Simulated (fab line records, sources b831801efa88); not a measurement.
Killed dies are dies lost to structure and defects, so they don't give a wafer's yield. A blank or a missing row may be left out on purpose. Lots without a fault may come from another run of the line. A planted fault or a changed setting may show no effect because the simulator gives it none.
fab line records | flow sky130
record lots=5 wafers=13 last_day=50
route steps=708 shown VT_ADJUST_PCH@151 SONOS_TUNNEL@154 PAD_OPEN@708
lots that met no fault: from a run of the same line without faults
start_h: hours from the record's first day to the start of the lot's first wafer shown | wait_h: hours since the lot's step before | " the same as in the row above | L1.1+2: a row that stands for several wafers | - no value, or no start given | * or withheld: withheld | < > ~ a bound
route shown NAME@n: a module of which the file shows steps, and the number in the route of the first | usual: mean/standard deviation of fault-free wafers | same: alike in all rows | chamber/n: place in a boat | sites: the reading at each site | _std_site: their standard deviation | _edge_site: outer sites' mean less inner sites' | radius_mm: how far each site lies from the wafer's centre | mask NAME#n: copy n | behind: the tool/chamber that last shaped the wafer | hold: why the lot was held/for how many hours/how that ended | device: the transistor (n, p or np) that didn't switch | end of line: the same wafers' tests at the end of the route | a step without rows: its recipe alone | killed: dies lost to structure and defects at the first sort, not the wafer's yield | map: a wafer's dies, x killed, . not, _ none there
set.NAME: the setting as run; set.NAME@STEP: as run at that earlier step | model.NAME: the simulator's own value behind a step, which no gauge read
lots at some steps of the route; a table a step, a row a wafer
services: from which hour (start_h, from the record's first day; less than 0 if before it) a tool's chamber was out of use, for how many hours, and why
## steps
# step SKY_VT_ADJUST_PCH_IMPLANT_08
# recipe species=B energy_kev=10 dose_cm2=5e+11 tilt_deg=withheld
# step SKY_VT_ADJUST_PCH_STRIP_09
# recipe chemistry=O2/N2 power_w=1400 pressure_mtorr=1500 platen_temp_c=withheld o2_flow_sccm=3000 n2_flow_sccm=300 overash_fraction=0.5
# usual drypump_motor_current_A=5.7/0.4 oes_product_au=0.722/0.0045 strip_time_to_endpoint_s=36.88/0.1
# columns lot.wafer tool chamber start_h wait_h drypump_motor_current_A oes_product_au rf_hours_counter_h strip_time_to_endpoint_s
L378.1 plasma_asher-03 1 270.82 0.1 5.2 0.731 47 36.87
L378.2 " 0 " " 6.2 0.718 47 36.75
L378.5 " 0 " " 6.2 0.718 - 36.86
L386.5 plasma_asher-03 0 321.93 0.1 6.2 0.732 - 36.94
L389.1 plasma_asher-03 0 347.02 0.1 6.2 0.716 54 36.97
L389.2 " 1 " " 5.2 0.726 54 36.97
L389.5 " 0 " " 6.2 0.719 - 36.84
L393.2 plasma_asher-04 1 407.41 0.1 5.7 0.726 72 37.04
L393.3 " 0 " " 5.7 0.728 - 36.82
L393.5 " 0 " " 5.7 0.727 - 36.96
L395.1 plasma_asher-03 1 410.32 0.1 5.2 0.714 60 36.78
L395.2 " 0 " " 6.2 0.722 60 36.89
L395.4 " 1 " " 5.2 0.722 - 36.91
# step SKY_VT_ADJUST_PCH_TW_MEAS_10
# usual VT_ADJUST_PCH_TW=144.2/0.76
# columns lot.wafer tool chamber start_h wait_h VT_ADJUST_PCH_TW
L378.1 film_metro-04 - 270.92 0.1 143.8
L378.2 " - " " 144.3
L378.5 " - " " 143.6
L386.5 film_metro-03 - 322.00 0.0 144.1
L389.1 film_metro-04 - 347.12 0.1 144.6
L389.2 " - " " 143.4
L389.5 " - " " 143.8
L393.2 film_metro-01 - 407.52 0.1 144.0
L393.3 " - " " 143.6
L393.5 " - " " 143.3
L395.1 film_metro-04 - 410.42 0.1 143.5
L395.2 " - " " 143.1
L395.4 " - " " 143.6
# step SKY_SONOS_TUNNEL_DEHYDRATE_00
# recipe temp_c=200 time_s=60
# step SKY_SONOS_TUNNEL_HMDS_01
# recipe prime_time_s=60 prime_temp_c=120
# step SKY_SONOS_TUNNEL_COAT_02
# recipe resist=NOVOLAK spin_rpm=3000 resist_thk_nm=1140
# step SKY_SONOS_TUNNEL_SOFTBAKE_03
# recipe temp_c=90 time_s=60 resist=NOVOLAK
# step SKY_SONOS_TUNNEL_EXPOSE_04
# recipe mask_id=TUNM na=0.6 source_shape=conventional sigma_outer=0.6 polarization=unpolarized target_cd_nm=410 dose_mj=136
# step SKY_SONOS_TUNNEL_PEB_05
# recipe temp_c=withheld time_s=* resist=NOVOLAK
# step SKY_SONOS_TUNNEL_DEVELOP_06
# recipe resist=NOVOLAK developer=TMAH develop_time_s=60 dev_temp_c=23
# step SKY_SONOS_TUNNEL_CD_MEAS_07
# recipe target_cd_nm=410
# usual cd_nm=409.7/2.1
# columns lot.wafer tool chamber start_h wait_h cd_nm
L378.1 cd_sem-02 - 294.69 0.1 409.6
L378.2 " - " " 407.8
L378.5 " - " " 408.1
L386.5 cd_sem-01 - 347.81 0.1 412.6
L389.1 cd_sem-02 - 374.63 0.1 409.8
L389.2 " - " " 409.2
L389.5 " - " " 408.7
L393.2 cd_sem-01 - 437.96 0.1 406.8
L393.3 " - " " 408.0
L393.5 " - " " 409.7
L395.1 cd_sem-01 - 440.48 0.1 411.4
L395.2 " - " " 412.3
L395.4 " - " " 410.8
# step SKY_SONOS_TUNNEL_OVL_MEAS_08
# usual SONOS_TUNNEL_OVL=-0.8/1.3
# columns lot.wafer tool chamber start_h wait_h SONOS_TUNNEL_OVL[nm]
L378.1 overlay-02 - 294.81 0.1 -0.9
L378.2 " - " " -1.4
L378.5 " - " " -1.7
L386.5 overlay-01 - 347.88 0.0 -1.5
L389.1 overlay-02 - 374.75 0.1 0.9
L389.2 " - " " 1.0
L389.5 " - " " 1.0
L393.2 overlay-02 - 438.06 0.1 -1.2
L393.3 " - " " 0.6
L393.5 " - " " 0.3
L395.1 overlay-02 - 440.60 0.1 0.0
L395.2 " - " " -1.1
L395.4 " - " " 0.6
# step SKY_SONOS_TUNNEL_IMPLANT_09
# recipe species=B energy_kev=20 dose_cm2=1e+12 tilt_deg=withheld
# usual beam_energy_keV=20.002/0.006
# columns lot.wafer tool chamber start_h wait_h beam_energy_keV
L378.1 implanter-01 0 294.84 0.0 20.001
L378.2 " 0 " " 20.010
L378.5 " 0 " " 20.003
L386.5 implanter-04 0 347.99 0.1 20.008
L389.1 implanter-01 0 374.79 0.0 19.995
L389.2 " 0 " " 19.993
L389.5 " 0 " " 20.001
L393.2 implanter-01 0 438.12 0.0 19.997
L393.3 " 0 " " 20.011
L393.5 " 0 " " 20.014
L395.1 implanter-04 0 440.64 0.0 20.003
L395.2 " 0 " " 20.004
L395.4 " 0 " " 19.985
# step SKY_SONOS_TUNNEL_WET_ETCH_10
# recipe chemistry=dHF target_depth_nm=14 target=SiO2 dilution=100:1 temp_c=25 time_s=280
# step SKY_SONOS_TUNNEL_STRIP_11
# recipe chemistry=SPM time_s=600 temp_c=130
# step SKY_SONOS_TUNNEL_TW_MEAS_12
# usual SONOS_TUNNEL_TW=199.3/0.82
# columns lot.wafer tool chamber start_h wait_h hold SONOS_TUNNEL_TW
L378.1 film_metro-01 - 295.25 0.0 - 199.1
L378.2 " - " " - 199.7
L378.5 " - " " - 199.5
L386.5 film_metro-03 - 348.44 0.0 await_dispo/0.2h/release 195.1
L386.5 film_metro-03 - 348.67 0.2 - 195.5
L389.1 film_metro-02 - 375.38 0.0 - 200.0
L389.2 " - " " - 199.3
L389.5 " - " " - 199.6
L393.2 film_metro-03 - 438.69 0.0 - 198.8
L393.3 " - " " - 198.5
L393.5 " - " " - 198.6
L395.1 film_metro-02 - 441.14 0.0 - 199.1
L395.2 " - " " - 198.8
L395.4 " - " " - 198.9
# step SKY_PAD_OPEN_PROBE_99
# usual killed_at_M0_to_M3=44/7.2 killed_at_M4_up=3.1/1.7 killed_at_contacts=25/5.1 killed_at_front_end=14/4.6 killed_at_other=0.3/0.59 killed_dies=86/9.6 killed_open=47/7.4 killed_short=39/6
# same gross_dies=492 killed_at_back_side=0
# columns lot.wafer tool chamber start_h wait_h killed_at_M0_to_M3 killed_at_M4_up killed_at_contacts killed_at_front_end killed_at_other killed_dies killed_open killed_short model.etest.tip_sonos.rs_ohm_sq_range
L378.1 prober-02 - 1109.70 0.1 49 3 21 14 0 87 46 41 58.93
L378.2 prober-02 - 1109.75 0.1 46 3 27 4 0 80 52 28 37.02
L378.5 prober-02 - 1109.90 0.2 38 1 24 10 0 73 31 42 31.95
L386.5 prober-02 - 1143.76 0.2 43 6 26 14 0 89 49 40 118.7
L389.1 prober-01 - 1165.46 0.1 56 6 25 6 0 93 51 42 43.29
L389.2 prober-01 - 1165.51 0.1 37 1 37 16 1 92 48 44 35.09
L389.5 prober-01 - 1165.66 0.2 60 3 31 12 0 106 63 43 32.19
L393.2 prober-01 - 1194.20 0.1 50 2 22 15 0 89 54 35 27.83
L393.3 prober-01 - 1194.25 0.2 59 1 30 8 1 99 62 37 54.34
L393.5 prober-01 - 1194.35 0.2 40 2 25 14 0 81 42 39 42.65
L395.1 prober-02 - 1195.45 0.1 42 4 34 16 1 97 51 46 32.32
L395.2 prober-02 - 1195.50 0.1 38 5 19 15 0 77 37 40 24.26
L395.4 prober-02 - 1195.60 0.2 39 4 21 19 0 83 42 41 61.66
# killed by level:class
L378.1 VIA1:geometric_particle:open=11 CONTACT:geometric_particle:open=8 METAL2:geometric_particle:short=7 FIELD_ISO:geometric_particle:open=6 VIA2:geometric_particle:open=6 CONTACT:geometric_particle:short=5 VIA2:geometric_particle:short=5 VIA1:geometric_particle:short=4
L378.2 CONTACT:geometric_particle:open=16 VIA1:geometric_particle:open=11 VIA2:geometric_particle:open=9 LI_CONTACT:geometric_particle:open=6 METAL2:geometric_particle:short=6 METAL3:geometric_particle:short=5 VIA3:geometric_particle:open=5 METAL1:geometric_particle:short=4
L378.5 CONTACT:geometric_particle:short=8 VIA1:geometric_particle:open=7 LI_CONTACT:geometric_particle:open=6 CONTACT:geometric_particle:open=6 METAL1:geometric_particle:short=6 METAL3:geometric_particle:short=5 VIA3:geometric_particle:open=5 VIA1:geometric_particle:short=5
L386.5 CONTACT:geometric_particle:open=14 VIA3:geometric_particle:open=11 VIA1:geometric_particle:open=9 FIELD_ISO:geometric_particle:short=5 METAL4:geometric_particle:short=5 LI_CONTACT:geometric_particle:open=4 CONTACT:geometric_particle:short=4 METAL1:geometric_particle:short=4
L389.1 CONTACT:geometric_particle:open=12 VIA3:geometric_particle:open=10 VIA1:geometric_particle:open=10 CONTACT:geometric_particle:short=7 METAL1:geometric_particle:short=7 METAL2:geometric_particle:short=7 VIA1:geometric_particle:short=5 VIA2:geometric_particle:open=5
L389.2 CONTACT:geometric_particle:open=14 VIA1:geometric_particle:open=12 CONTACT:geometric_particle:short=9 LOCAL_INTERCONNECT:geometric_particle:short=7 METAL1:geometric_particle:short=7 VIA3:geometric_particle:open=6 POLY_GATE:geometric_particle:short=5 LI_CONTACT:geometric_particle:open=5
L389.5 CONTACT:geometric_particle:open=16 VIA1:geometric_particle:open=16 VIA2:geometric_particle:open=8 METAL2:geometric_particle:short=7 METAL1:geometric_particle:short=6 VIA1:geometric_particle:short=6 VIA3:geometric_particle:open=6 LOCAL_INTERCONNECT:geometric_particle:short=5
L393.2 VIA1:geometric_particle:open=19 LI_CONTACT:geometric_particle:open=7 POLY_GATE:geometric_particle:open=6 CONTACT:geometric_particle:open=6 VIA1:geometric_particle:short=6 VIA2:geometric_particle:open=5 LOCAL_INTERCONNECT:geometric_particle:short=4 VIA3:geometric_particle:open=4
L393.3 CONTACT:geometric_particle:open=12 VIA1:geometric_particle:open=10 VIA2:geometric_particle:open=10 LI_CONTACT:geometric_particle:open=9 VIA3:geometric_particle:open=9 METAL2:geometric_particle:short=7 VIA1:geometric_particle:short=4 VIA3:geometric_particle:short=4
L393.5 CONTACT:geometric_particle:open=9 METAL1:geometric_particle:short=7 LI_CONTACT:geometric_particle:open=6 VIA3:geometric_particle:open=6 VIA1:geometric_particle:open=6 VIA2:geometric_particle:open=6 FIELD_ISO:geometric_particle:open=5 VIA1:geometric_particle:short=5
L395.1 CONTACT:geometric_particle:open=13 LI_CONTACT:geometric_particle:open=10 METAL1:geometric_particle:short=10 LOCAL_INTERCONNECT:geometric_particle:short=7 VIA3:geometric_particle:open=6 VIA1:geometric_particle:open=5 VIA2:geometric_particle:open=5 VIA2:geometric_particle:short=4
L395.2 LI_CONTACT:geometric_particle:open=9 VIA2:geometric_particle:open=8 VIA3:geometric_particle:short=7 POLY_GATE:geometric_particle:short=5 METAL2:geometric_particle:short=5 POLY_GATE:geometric_particle:open=4 CONTACT:geometric_particle:open=4 METAL1:geometric_particle:short=4
L395.4 LI_CONTACT:geometric_particle:open=11 METAL1:geometric_particle:short=8 VIA1:geometric_particle:open=8 POLY_GATE:geometric_particle:short=7 VIA1:geometric_particle:short=7 VIA2:geometric_particle:open=6 FIELD_ISO:geometric_particle:open=5 METAL4:geometric_particle:short=4
## services
# columns tool chamber start_h hours kind
plasma_asher-03 - 334.27 2.8 pm
implanter-01 - 341.76 7.0 pm
implanter-01 - 348.73 3.2 pm
implanter-04 - 373.53 1.8 repair
plasma_asher-04 - 421.25 9.0 pm
plasma_asher-04 0 421.25 9.0 vent_cycle
plasma_asher-04 1 421.25 9.0 vent_cycle
plasma_asher-04 0 430.25 - clean
plasma_asher-04 1 430.25 - clean
plasma_asher-03 - 438.32 1.3 repair
## key
first_sign step=SKY_SONOS_TUNNEL_TW_MEAS_12 reading=visit direction=added
effect step=SKY_SONOS_TUNNEL_TW_MEAS_12 reading=SONOS_TUNNEL_TW direction=down sigmas=5.1 usual=199.3 struck=195.1
model_effect step=SKY_PAD_OPEN_PROBE_99 value=etest.tip_sonos.rs_ohm_sq_range without=56.77 struck=118.7
met_at SKY_SONOS_TUNNEL_IMPLANT_09
struck_wafers L386.5
tester_left_out L386
fault kind=process_parameter_drift tool=implanter-04 chamber=- onset_h=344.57 steps=SKY_SONOS_TUNNEL_IMPLANT_09 channel=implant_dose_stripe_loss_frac offset=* shape=step end_h=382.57 scope=struck_wafers_only
# tester_left_out: of these lots the tester's yield and bins aren't shown, on N5 and GAA mostly nor the transistor test; their killed dies are dies lost to structure and defects alone, not to doping, threshold or leakage, so they don't give the yield
